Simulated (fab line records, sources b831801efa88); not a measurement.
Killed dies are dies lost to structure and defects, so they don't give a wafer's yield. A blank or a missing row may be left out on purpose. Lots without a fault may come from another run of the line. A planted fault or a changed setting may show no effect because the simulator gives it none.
Which tool did it? | flow gf180mcu | 14 lots, 42 wafers sampled, at 3 steps of a route of 602

WHAT THE GAUGES READ, wafer by wafer
GF_TOP_METAL_THK_MEAS_06: measures by xrf. Usual: TOP_METAL_ALCU_THK 898 nm, standard deviation 13.
lot  | measured     | on            | TOP_METAL_ALCU_THK (nm) | flag
L987 | day 27 12:11 | film_metro-01 | 882 882 887             |
L988 | day 27 19:48 | film_metro-03 | 900 899 909             |
L990 | day 28 13:32 | film_metro-03 | 915 903 907             |
L991 | day 28 17:35 | film_metro-02 | 904 905 921             |
L992 | day 29 05:49 | film_metro-02 | 921 911 918             |
L994 | day 29 15:13 | film_metro-01 | 887 890 893             |
L998 | day 30 23:07 | film_metro-02 | 886 877 894             |
L101 | day 31 21:25 | film_metro-03 | 913 890 905             |
L103 | day 32 02:47 | film_metro-01 | 893 898 895             |
L104 | day 32 12:29 | film_metro-02 | 875 871 871             |
L105 | day 32 18:53 | film_metro-01 | 888 887 887             |
L106 | day 32 21:35 | film_metro-03 | 900 888 884             |
L107 | day 33 05:20 | film_metro-03 | 912 907 896             |
L110 | day 33 23:57 | film_metro-02 | 922 899 914             |

GF_TOP_METAL_OVL_MEAS_15. Usual: TOP_METAL_OVL -0.8 nm, standard deviation 1.1.
lot  | measured     | on         | TOP_METAL_OVL (nm) | flag
L987 | day 28 11:07 | overlay-02 | -0.1 -1.0 -1.0     |
L988 | day 28 14:52 | overlay-02 | -0.2 0.7 -0.2      |
L990 | day 29 07:58 | overlay-02 | -1.6 -1.8 -2.4     |
L991 | day 29 12:37 | overlay-02 | -0.4 -1.6 -1.2     |
L992 | day 30 00:28 | overlay-02 | -1.0 -0.8 0.7      |
L994 | day 30 09:25 | overlay-02 | -1.8 -3.1 -1.5     |
L998 | day 31 17:10 | overlay-01 | -0.9 -1.1 -1.8     |
L101 | day 32 13:58 | overlay-02 | 1.0 0.0 -0.9       |
L103 | day 32 19:28 | overlay-02 | -0.6 -2.1 -1.8     |
L104 | day 33 04:46 | overlay-02 | -0.6 1.8 -0.7      |
L105 | day 33 10:43 | overlay-01 | -1.4 -2.0 -2.4     |
L106 | day 33 13:43 | overlay-02 | 0.2 1.4 0.1        |
L107 | day 33 20:05 | overlay-01 | -1.5 0.2 -0.8      |
L110 | day 34 14:19 | overlay-01 | -2.1 -2.8 -2.5     |

WHICH TOOL RAN EACH LOT (tool, then ch and the chambers of the sampled wafers, then the start)
lot  | GF_M5_STRIP_12
L987 | wet_bench-04 ch 3, day 26 12:48
L988 | wet_bench-03 ch 2, day 26 19:48
L990 | wet_bench-04 ch 3, day 27 11:38
L991 | wet_bench-02 ch 1, day 27 20:03
L992 | wet_bench-02 ch 0, day 28 09:48
L994 | wet_bench-04 ch 0, day 28 17:10
L998 | wet_bench-04 ch 3, day 30 02:00
L101 | wet_bench-04 ch 0, day 31 00:37
L103 | wet_bench-02 ch 0, day 31 06:08
L104 | wet_bench-02 ch 2, day 31 17:38
L105 | wet_bench-03 ch 3, day 31 23:14
L106 | wet_bench-03 ch 2, day 32 01:36
L107 | wet_bench-03 ch 1, day 32 09:45
L110 | wet_bench-04 ch 3, day 33 05:33
- GF_M5_STRIP_12: strips in post etch residue remover, time 1200 s.

WHAT THE TOOLS THEMSELVES READ (means of the sampled wafers that have a number; where no wafer has one, the mark that the record gives instead)
The record holds no such reading with a usual standard deviation.

THE ANSWER, worked out from the rows above alone
Rule: a lot is off if the mean of its wafers that have a number lies more than 3 standard deviations from the usual mean. A lot without any number at a reading at which 4 lots or more have one is off too. The other lots that the step has rows for count as sound. The gauges are gone through in route order, then the tools' own readings, and for those a lot's mean is taken as printed above. The first step at which some lot is off is used, and at that step the reading that is off furthest; a lot without a number counts as furthest.
No lot is off at any reading shown: from this, nothing can be told.

WHAT THE SIMULATOR HAD PUT IN
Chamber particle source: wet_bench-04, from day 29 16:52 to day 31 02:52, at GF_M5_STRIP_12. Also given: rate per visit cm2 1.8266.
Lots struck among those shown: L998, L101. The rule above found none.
